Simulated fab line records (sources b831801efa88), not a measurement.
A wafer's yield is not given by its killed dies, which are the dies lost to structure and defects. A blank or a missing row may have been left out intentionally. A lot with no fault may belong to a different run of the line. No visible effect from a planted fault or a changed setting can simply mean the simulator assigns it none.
Which tool was responsible? | flow sky130 | 36 wafers from 12 lots sampled at 2 of the route's 708 steps

WHAT THE GAUGES READ, wafer by wafer
SKY_POLY_GATE_THK_MEAS_04. Usual: POLY_GATE_CVD_03_THK gives 75.4 nm (standard deviation 0.64).
lot  | measured     | on            | POLY_GATE_CVD_03_THK (nm) | flag
L790 | day 16 10:35 | film metro-01 | 75.6 75.5 76.2            |
L792 | day 17 14:50 | film metro-01 | 75.2 75.0 75.2            |
L794 | day 18 03:58 | film metro-02 | 74.7 74.8 75.2            |
L793 | day 18 12:02 | film metro-03 | 74.4 75.5 74.7            |
L802 | day 20 00:17 | film metro-02 | 76.4 76.7 76.3            |
L800 | day 20 00:18 | film metro-01 | 75.2 74.2 75.0            |
L803 | day 21 01:20 | film metro-03 | 76.3 76.1 75.3            |
L805 | day 21 11:22 | film metro-02 | 75.4 74.6 75.2            |
L806 | day 22 02:39 | film metro-03 | 74.6 74.9 75.7            |
L810 | day 23 00:02 | film metro-03 | 74.8 74.5 75.1            |
L811 | day 23 06:53 | film metro-01 | 74.1 74.4 74.5            |
L812 | day 23 12:16 | film metro-02 | 76.3 76.0 76.4            |

SKY_LDD_HVP_TW_MEAS_10. Usual: LDD_HVP_TW gives 457.5 (standard deviation 2.7).
lot  | measured     | on            | LDD_HVP_TW        | flag
L790 | day 23 03:41 | film metro-04 | 463.0 459.9 463.3 |
L792 | day 24 06:41 | film metro-01 | 456.2 456.3 455.5 |
L794 | day 24 13:56 | film metro-01 | 459.5 458.0 456.5 |
L793 | day 25 00:11 | film metro-04 | 459.9 460.2 461.9 |
L802 | day 26 09:44 | film metro-02 | 458.2 454.9 454.5 |
L800 | day 26 08:37 | film metro-04 | 458.5 454.9 455.1 |
L803 | day 27 10:11 | film metro-02 | 453.8 455.1 455.2 |
L805 | day 27 17:54 | film metro-04 | 460.1 458.8 458.7 |
L806 | day 28 07:58 | film metro-04 | 461.4 463.4 459.3 |
L810 | day 29 04:14 | film metro-04 | 460.3 461.0 460.4 |
L811 | day 29 08:32 | film metro-04 | 460.0 457.9 458.9 |
L812 | day 29 14:56 | film metro-02 | 454.3 454.1 455.6 |

TOOL THAT RAN EACH LOT (tool first, then ch and the chambers of the sampled wafers, then the start)
Before these readings, the record contains no process step.

WHAT THE TOOLS THEMSELVES READ (means of the sampled wafers that have a number; where no wafer has one, the mark that the record gives instead)
The record holds no such reading with a usual standard deviation.

THE ANSWER, worked out from the rows above alone
Rule: a lot counts as off when the mean over its wafers that have a number is more than 3 standard deviations away from the usual mean. Also off: a lot with no number at a reading for which 4 or more lots have one. The other lots that the step has rows for count as sound. After the gauges, taken in route order, come the tools' own readings; for these a lot's mean is taken, as printed above. The first step at which some lot is off is used, and at that step the reading that is off furthest; a lot without a number counts as furthest.
None of the lots is off at any reading shown; this tells nothing.

WHAT THE SIMULATOR HAD INSERTED
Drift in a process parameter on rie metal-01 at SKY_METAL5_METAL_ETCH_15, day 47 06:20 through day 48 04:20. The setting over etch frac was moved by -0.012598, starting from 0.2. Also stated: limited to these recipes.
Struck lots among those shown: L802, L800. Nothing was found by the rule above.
